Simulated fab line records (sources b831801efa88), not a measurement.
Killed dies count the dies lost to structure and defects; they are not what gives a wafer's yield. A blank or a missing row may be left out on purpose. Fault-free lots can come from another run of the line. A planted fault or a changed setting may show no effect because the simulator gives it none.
Which tool was responsible? :: flow gf180mcu :: 11 lots, 33 wafers sampled, at 6 steps of a route of 602

WHAT THE GAUGES SHOWED, per wafer
GF_V2_THK_MEAS_03.
lot: L774
measured: day 19 12:24
on: film metro-01
V2_CVD_02_THK (nm): 829 849 843

lot: L776
measured: day 20 06:44
on: film metro-01
V2_CVD_02_THK (nm): 846 863 857

lot: L778
measured: day 21 00:44
on: film metro-01
V2_CVD_02_THK (nm): 851 856 859

lot: L780
measured: day 21 23:22
on: film metro-02
V2_CVD_02_THK (nm): 844 865 865

lot: L783
measured: day 23 11:40
on: film metro-02
V2_CVD_02_THK (nm): 842 850 860

lot: L785
measured: day 24 00:31
on: film metro-01
V2_CVD_02_THK (nm): 839 849 1414

lot: L787
measured: day 24 08:04
on: film metro-03
V2_CVD_02_THK (nm): 1401 843 869

lot: L788
measured: day 24 21:50
on: film metro-03
V2_CVD_02_THK (nm): 858 856 858

lot: L793
measured: day 26 03:52
on: film metro-02
V2_CVD_02_THK (nm): 850 842 850

lot: L794
measured: day 26 12:25
on: film metro-02
V2_CVD_02_THK (nm): 837 838 834

lot: L795
measured: day 26 18:08
on: film metro-03
V2_CVD_02_THK (nm): 857 861 861

GF_V2_THK_MEAS_25: measures by xrf.
lot: L774
measured: day 20 14:07
on: film metro-02
V2_W_THK (nm): 365 365 380

lot: L776
measured: day 21 07:41
on: film metro-03
V2_W_THK (nm): 361 361 359

lot: L778
measured: day 22 01:59
on: film metro-02
V2_W_THK (nm): 375 368 359

lot: L780
measured: day 23 00:14
on: film metro-02
V2_W_THK (nm): 355 357 353

lot: L783
measured: day 24 10:56
on: film metro-01
V2_W_THK (nm): 358 358 354

lot: L785
measured: day 25 00:27
on: film metro-02
V2_W_THK (nm): 359 377 361

lot: L787
measured: day 25 07:39
on: film metro-03
V2_W_THK (nm): 354 353 351

lot: L788
measured: day 25 20:27
on: film metro-03
V2_W_THK (nm): 357 358 359

lot: L793
measured: day 27 02:04
on: film metro-01
V2_W_THK (nm): 356 363 354

lot: L794
measured: day 27 10:28
on: film metro-02
V2_W_THK (nm): 362 377 361

lot: L795
measured: day 27 15:01
on: film metro-03
V2_W_THK (nm): 361 357 358

WHICH TOOL RAN EACH LOT (tool, then ch and the chambers of the sampled wafers, then the start)
lot: L774
GF_V1_ETCH_17: rie diel-01 ch 0,3, day 19 12:20 or earlier
GF_V2_CVD_02: pecvd-03 ch 0,1, day 19 12:20
GF_V2_CMP_04: cmp-02 ch 0,1, day 19 12:28
GF_V2_STRIP_18: plasma asher-03 ch 0,1, day 20 13:10

lot: L776
GF_V1_ETCH_17: rie diel-04 ch 0,2,3, day 20 06:39 or earlier
GF_V2_CVD_02: pecvd-03 ch 1,2, day 20 06:39
GF_V2_CMP_04: cmp-01 ch 0,3, day 20 06:47
GF_V2_STRIP_18: plasma asher-03 ch 0,1, day 21 06:50

lot: L778
GF_V1_ETCH_17: rie diel-01 ch 2,3, day 21 00:40 or earlier
GF_V2_CVD_02: pecvd-03 ch 0,1,2, day 21 00:40
GF_V2_CMP_04: cmp-02 ch 2,3, day 21 00:46
GF_V2_STRIP_18: plasma asher-02 ch 0,1, day 22 01:05

lot: L780
GF_V1_ETCH_17: rie diel-01 ch 2,3, day 21 23:17 or earlier
GF_V2_CVD_02: pecvd-04 ch 0,1,2, day 21 23:17
GF_V2_CMP_04: cmp-01 ch 1,3, day 21 23:33
GF_V2_STRIP_18: plasma asher-01 ch 0,1, day 22 23:23

lot: L783
GF_V1_ETCH_17: rie diel-01 ch 0,2,3, day 23 11:35 or earlier
GF_V2_CVD_02: pecvd-03 ch 1,2, day 23 11:35
GF_V2_CMP_04: cmp-02 ch 2,3, day 23 11:43
GF_V2_STRIP_18: plasma asher-03 ch 0,1, day 24 10:03

lot: L785
GF_V1_ETCH_17: rie diel-03 ch 1,3, day 24 00:26 or earlier
GF_V2_CVD_02: pecvd-03 ch 0,1,2, day 24 00:26
GF_V2_CMP_04: cmp-02 ch 0,2,3, day 24 00:40
GF_V2_STRIP_18: plasma asher-01 ch 0,1, day 24 23:33

lot: L787
GF_V1_ETCH_17: rie diel-03 ch 0,1,2, day 24 07:59 or earlier
GF_V2_CVD_02: pecvd-03 ch 0,1,2, day 24 07:59
GF_V2_CMP_04: cmp-01 ch 0,2,3, day 24 08:07
GF_V2_STRIP_18: plasma asher-02 ch 0,1, day 25 06:42

lot: L788
GF_V1_ETCH_17: rie diel-03 ch 1,2, day 24 21:44 or earlier
GF_V2_CVD_02: pecvd-04 ch 0,2, day 24 21:44
GF_V2_CMP_04: cmp-01 ch 0,3, day 24 21:52
GF_V2_STRIP_18: plasma asher-02 ch 0,1, day 25 19:35

lot: L793
GF_V1_ETCH_17: rie diel-04 ch 1,2,3, day 26 03:48 or earlier
GF_V2_CVD_02: pecvd-04 ch 1,2, day 26 03:48
GF_V2_CMP_04: cmp-01 ch 0,2,3, day 26 03:56
GF_V2_STRIP_18: plasma asher-01 ch 0,1, day 27 01:12

lot: L794
GF_V1_ETCH_17: rie diel-01 ch 0,1,2, day 26 12:20 or earlier
GF_V2_CVD_02: pecvd-04 ch 0,1,2, day 26 12:20
GF_V2_CMP_04: cmp-02 ch 0,1,3, day 26 12:28
GF_V2_STRIP_18: plasma asher-02 ch 0,1, day 27 09:35

lot: L795
GF_V1_ETCH_17: rie diel-04 ch 1,3, day 26 18:04 or earlier
GF_V2_CVD_02: pecvd-04 ch 0,2, day 26 18:04
GF_V2_CMP_04: cmp-02 ch 0,2, day 26 18:14
GF_V2_STRIP_18: plasma asher-03 ch 0,1, day 27 14:08
- GF_V1_ETCH_17: etches SiO2 in C4F8/O2/Ar, stops on TiN, target depth 630 nm.
- GF_V2_CVD_02: deposits SiO2 from TEOS, target thk 850 nm, time 94.851 s.
- GF_V2_CMP_04: polishes SiO2.
- GF_V2_STRIP_18: strips in O2/N2.

AS READ BY THE TOOLS THEMSELVES (means over the sampled wafers that have a number; for cases with no such wafer, the mark the record gives instead)
GF_V1_ETCH_17.
lot: L774
tool: rie diel-01
oes product au (a.u.): 0.855

lot: L776
tool: rie diel-04
oes product au (a.u.): 0.855

lot: L778
tool: rie diel-01
oes product au (a.u.): 0.854

lot: L780
tool: rie diel-01
oes product au (a.u.): 0.856

lot: L783
tool: rie diel-01
oes product au (a.u.): 0.852

lot: L785
tool: rie diel-03
oes product au (a.u.): 0.852

lot: L787
tool: rie diel-03
oes product au (a.u.): 0.858

lot: L788
tool: rie diel-03
oes product au (a.u.): 0.859

lot: L793
tool: rie diel-04
oes product au (a.u.): 0.853

lot: L794
tool: rie diel-01
oes product au (a.u.): 0.856

lot: L795
tool: rie diel-04
oes product au (a.u.): 0.855

GF_V2_CVD_02.
lot: L774
tool: pecvd-03
heater power w (W): 629

lot: L776
tool: pecvd-03
heater power w (W): 731

lot: L778
tool: pecvd-03
heater power w (W): 685

lot: L780
tool: pecvd-04
heater power w (W): 685

lot: L783
tool: pecvd-03
heater power w (W): 673

lot: L785
tool: pecvd-03
heater power w (W): 629

lot: L787
tool: pecvd-03
heater power w (W): 666

lot: L788
tool: pecvd-04
heater power w (W): 578

lot: L793
tool: pecvd-04
heater power w (W): 702

lot: L794
tool: pecvd-04
heater power w (W): 656

lot: L795
tool: pecvd-04
heater power w (W): 633

GF_V2_CMP_04.
lot: L774
tool: cmp-02
motor current A (A): 12.1
slurry filter dp kPa (kPa): 13.38
slurry flow ml min: 150.1
time to endpoint s (s): 74

lot: L776
tool: cmp-01
motor current A (A): 12.1
slurry filter dp kPa (kPa): 13.46
slurry flow ml min: 150.0
time to endpoint s (s): 82

lot: L778
tool: cmp-02
motor current A (A): 14.2
slurry filter dp kPa (kPa): 13.43
slurry flow ml min: 150.2
time to endpoint s (s): 77

lot: L780
tool: cmp-01
motor current A (A): 13.3
slurry filter dp kPa (kPa): 13.52
slurry flow ml min: 149.7
time to endpoint s (s): 80

lot: L783
tool: cmp-02
motor current A (A): 12.7
slurry filter dp kPa (kPa): 13.52
slurry flow ml min: 149.6
time to endpoint s (s): 76

lot: L785
tool: cmp-02
motor current A (A): 13.5
slurry filter dp kPa (kPa): 13.55
slurry flow ml min: 150.2
time to endpoint s (s): 140

lot: L787
tool: cmp-01
motor current A (A): 11.7
slurry filter dp kPa (kPa): 13.49
slurry flow ml min: 150.0
time to endpoint s (s): 150

lot: L788
tool: cmp-01
motor current A (A): 11.7
slurry filter dp kPa (kPa): 13.46
slurry flow ml min: 149.9
time to endpoint s (s): 87

lot: L793
tool: cmp-01
motor current A (A): 11.6
slurry filter dp kPa (kPa): 13.53
slurry flow ml min: 149.8
time to endpoint s (s): 78

lot: L794
tool: cmp-02
motor current A (A): 11.8
slurry filter dp kPa (kPa): 13.43
slurry flow ml min: 149.9
time to endpoint s (s): 68

lot: L795
tool: cmp-02
motor current A (A): 13.9
slurry filter dp kPa (kPa): 13.53
slurry flow ml min: 149.6
time to endpoint s (s): 79

GF_V2_STRIP_18.
lot: L774
tool: plasma asher-03
drypump motor current A (A): 5.0
heater power w (W): 343
oes product au (a.u.): 0.592

lot: L776
tool: plasma asher-03
drypump motor current A (A): 5.0
heater power w (W): 344
oes product au (a.u.): 0.596

lot: L778
tool: plasma asher-02
drypump motor current A (A): 5.9
heater power w (W): 364
oes product au (a.u.): 0.597

lot: L780
tool: plasma asher-01
drypump motor current A (A): 5.3
heater power w (W): 327
oes product au (a.u.): 0.594

lot: L783
tool: plasma asher-03
drypump motor current A (A): 4.9
heater power w (W): 337
oes product au (a.u.): 0.588

lot: L785
tool: plasma asher-01
drypump motor current A (A): 5.3
heater power w (W): 350
oes product au (a.u.): 0.596

lot: L787
tool: plasma asher-02
drypump motor current A (A): 5.9
heater power w (W): 366
oes product au (a.u.): 0.595

lot: L788
tool: plasma asher-02
drypump motor current A (A): 6.0
heater power w (W): 347
oes product au (a.u.): 0.595

lot: L793
tool: plasma asher-01
drypump motor current A (A): 5.2
heater power w (W): 346
oes product au (a.u.): 0.593

lot: L794
tool: plasma asher-02
drypump motor current A (A): 6.0
heater power w (W): 344
oes product au (a.u.): 0.587

lot: L795
tool: plasma asher-03
drypump motor current A (A): 4.9
heater power w (W): 335
oes product au (a.u.): 0.595

THE ANSWER, worked out from the rows above alone
Rule: the lots themselves supply what counts as usual. The widest of any qualifying gaps counts: lots, ordered by their means at a reading, are off when they make up no more than a third of the lots, leave a main group of 4 or more, and stand apart from it by 3 or more times the standard deviation of that group's means. The tables above print the reading to a certain number of digits; a main group whose means all agree to those digits is not used. A lot without any number at a reading at which 4 lots or more have one is off too. Any other lot the step has rows for is counted as sound. First the gauges in route order, then the tools' own readings, where a lot's mean is used as printed above. At the first step where some lot is off, the reading lying furthest off is the one used; lots without a number count as furthest.
Off: at GF_V2_THK_MEAS_03 (V2_CVD_02_THK), L785, L787. Mean 851 nm and standard deviation 7.8 in the main group.
If a tool, at a process step before that reading, ran all the lots that are off and no sound lot after the first of them, it fits. The gauges at GF_V2_THK_MEAS_03 aren't tried: what is off there is off at GF_V2_CMP_04 too, on other tools, and a gauge's error can't cause that. With no start given for some of its lots, GF_V1_ETCH_17 uses the hours and lot order of GF_V2_CVD_02. One fits: pecvd-03 at GF_V2_CVD_02. A fault onset in the window from L783 (day 23 11:35, its last sound lot) to L785 (day 24 00:26, its first lot off) fits.

WHAT THE SIMULATOR HAD PUT IN
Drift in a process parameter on pecvd-03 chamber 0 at GF_V2_CVD_02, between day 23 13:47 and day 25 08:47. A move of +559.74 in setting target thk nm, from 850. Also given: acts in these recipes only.
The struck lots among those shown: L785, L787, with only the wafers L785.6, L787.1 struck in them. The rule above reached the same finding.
